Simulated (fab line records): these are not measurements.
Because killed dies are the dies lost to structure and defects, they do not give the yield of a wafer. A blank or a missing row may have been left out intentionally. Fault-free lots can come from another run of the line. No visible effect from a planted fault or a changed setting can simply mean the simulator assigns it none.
One fault seen from 2 desks ; flow gf180mcu ; numbers are kept per desk, each desk with only its own; the story behind them comes last

== THE TOOL OWNER'S DESK: plasma asher-03 ==
The tool's own readings at GF_MVSD_STRIP_10 (strips in O2/N2): means of the sampled wafers that have a number, for each lot that ran on this tool. Any lot whose mean is over 4 standard deviations away from the usual mean is out of limits and marked OUT; that distance is given in the brackets.
Columns: A = drypump motor current A at GF_MVSD_STRIP_10, usual 5.6 A; B = heater power w at GF_MVSD_STRIP_10, usual 321 W; C = o2 flow sccm at GF_MVSD_STRIP_10, usual 3002 sccm; D = oes product au at GF_MVSD_STRIP_10, usual 0.723 a.u.; E = strip time to endpoint s at GF_MVSD_STRIP_10, usual 36.95 s
lot;first seen here;A;B;C;D;E
L646;day 4 11:36;5.0;346;2995;0.719;36.97
L647;day 4 16:47;5.3;344;2999;0.724;36.87
L654;day 6 08:17;5.3;342;3003;0.719;37.47 (+5.2) OUT
L656;day 7 04:29;5.0;333;3001;0.713;37.76 (+8.1) OUT
This desk's finding: out of limits on L654, L656; first on L654, day 6 08:17 (strip time to endpoint s at GF_MVSD_STRIP_10). In limits: L646, L647.

== THE METROLOGY DESK ==
Lot by lot, what the gauges showed, no matter which tool ran the lot: averages of those sampled wafers that carry a number. Any lot whose mean is over 4 standard deviations away from the usual mean is out of limits and marked OUT; that distance is given in the brackets.
Columns: A = NWELL_OVL at GF_NWELL_OVL_MEAS_07, usual -1.2 nm; B = cd nm at GF_NSD_CD_MEAS_07, usual 399.9 nm
lot;first seen here;A;B
L646;day 3 07:13;-2.5;401.6
L647;day 3 12:58;-1.2;401.5
L651;day 4 09:58;-1.9;397.9
L652;day 4 15:40;-2.5;398.8
L654;day 5 02:22;-0.4;397.5
L656;day 5 21:49;0.2;399.1
L658;day 6 03:04;-0.6;402.1
L659;day 6 08:18;1.2;398.8
L660;day 6 12:51;-3.2;402.4
L661;day 6 17:50;-1.3;402.8
L664;day 7 09:39;-2.4;396.5
L665;day 7 14:48;-0.4;401.3
L667;day 8 01:52;-0.8;401.3
L669;day 8 14:19;-1.0;400.5
This desk's verdict: no lot among the 14 shows anything out of limits.

== BROUGHT TOGETHER ==
An alarm could have come from the tool owner's desk at day 6 08:17, on L654, L656.
From the metrology desk's view, nothing was out of limits.
The metrology desk holds a record of L654, L656, inside its limits.
The lots listed all ran GF_MVSD_STRIP_10 on plasma asher-03.

== WHAT THE SIMULATOR HAD PUT IN ==
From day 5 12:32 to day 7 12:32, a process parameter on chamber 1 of plasma asher-03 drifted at GF_MVSD_STRIP_10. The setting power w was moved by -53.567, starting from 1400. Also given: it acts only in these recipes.
Shown lots that were struck: L654, L656.
Hours from the fault's start to each desk's first reading out of limits: the tool owner's desk, 20.
